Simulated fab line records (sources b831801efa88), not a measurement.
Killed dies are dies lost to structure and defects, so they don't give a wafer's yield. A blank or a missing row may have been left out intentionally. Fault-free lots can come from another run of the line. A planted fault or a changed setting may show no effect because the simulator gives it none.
Comparing a struck lot with a sound one ; flow sky130 ; 15 out of 708 route steps
Sound: the wafers L836.4, L836.5, L836.6. Wafers L842.3, L842.4, L842.5 were the ones struck. Last of all comes the cause.
Order at every step that has rows: each side's tool, ch and its chambers, its first start. Under that, the readings that differ: sound wafers ; struck wafers ; difference of the means ; sigmas: that difference in standard deviations of wafers without a fault.
alike: words and numbers the same on both sides, and readings whose means are apart by under 2 such deviations; not compared: readings that were withheld, readings missing a value for some wafer, numbers with overlapping values and no deviation given by the record, and bounds like >300 which may hide the same value.
Wherever a step has rows on one side only, a row that says differs or no value, or a row with sigmas, the two part there. Numbers that don't overlap but have no deviation are shown without sigmas and don't part them. A reading that every wafer of one side lacks parts them only if that side has two wafers or more.

first, 7 steps without rows for these wafers: SKY_LDD_LDN_DEHYDRATE_00 (time 60 s); SKY_LDD_LDN_HMDS_01 (prime time 60 s); SKY_LDD_LDN_COAT_02 (resist thk 1140 nm); SKY_LDD_LDN_SOFTBAKE_03 (time 60 s); SKY_LDD_LDN_EXPOSE_04 (exposes mask LDNTM, target cd 700 nm); SKY_LDD_LDN_PEB_05; SKY_LDD_LDN_DEVELOP_06 (develop time 60 s).
SKY_LDD_LDN_OVL_MEAS_07:
  sound on overlay-02, day 24 09:26; struck on overlay-02, day 25 06:22
  alike: LDD_LDN_OVL
then, 4 steps without rows for these wafers: SKY_LDD_LDN_IMPLANT_08; SKY_LDD_LDN_IMPLANT_09; SKY_LDD_LDN_IMPLANT_10; SKY_LDD_LDN_IMPLANT_11.
SKY_LDD_LDN_STRIP_12: strips in O2/N2.
  sound on plasma asher-02 ch 0,1, day 24 10:05; struck on plasma asher-01 ch 0,1, day 25 07:02
reading;sound;struck;difference;sigmas
oes product au (a.u.);0.717 0.726 0.709;0.931 0.936 0.930;+0.215;+46
strip time to endpoint s (s);14.19 14.30 14.20;- - -;no value on the struck wafers;
model.NOVOLAK_of_LDD_LDN_COAT_02.thk nm (nm);0 0 0;509.9 509.1 508.8;+509.3;
  alike: drypump motor current A
  not compared: rf hours counter h
SKY_LDD_LDN_TW_MEAS_13:
  sound on film metro-03, day 24 10:11; struck on film metro-03, day 25 07:07
  alike: LDD_LDN_TW
-- a jump in the record: the struck wafers' starts before and after are 22 days apart (it breaks off in module LDD_LDN and resumes in module PAD_OPEN, where the first step shown is number 708 of the route) --
SKY_PAD_OPEN_PROBE_99:
  sound on prober-01, day 47 09:25; struck on prober-01, day 47 13:52
reading;sound;struck;difference;sigmas
hold;- - -;await dispo/2.6h/scrap await dispo/2.6h/scrap await dispo/2.6h/scrap;no value on the sound wafers;
killed at front end;15 13 8;413 419 420;+405;+90
killed dies;71 74 72;492 492 492;+420;+47
killed on rim;17 21 13;96 96 96;+79;+20
  alike: killed_at_M0_to_M3, killed_at_M4_up, killed at contacts, killed at other, killed open, killed short

## WHERE THEY PART
First at SKY_LDD_LDN_STRIP_12; last, within this record, at SKY_PAD_OPEN_PROBE_99.

WHY: the cause the simulator had injected
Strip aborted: plasma asher-01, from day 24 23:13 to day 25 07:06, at SKY_LDD_LDN_STRIP_12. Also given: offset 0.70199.
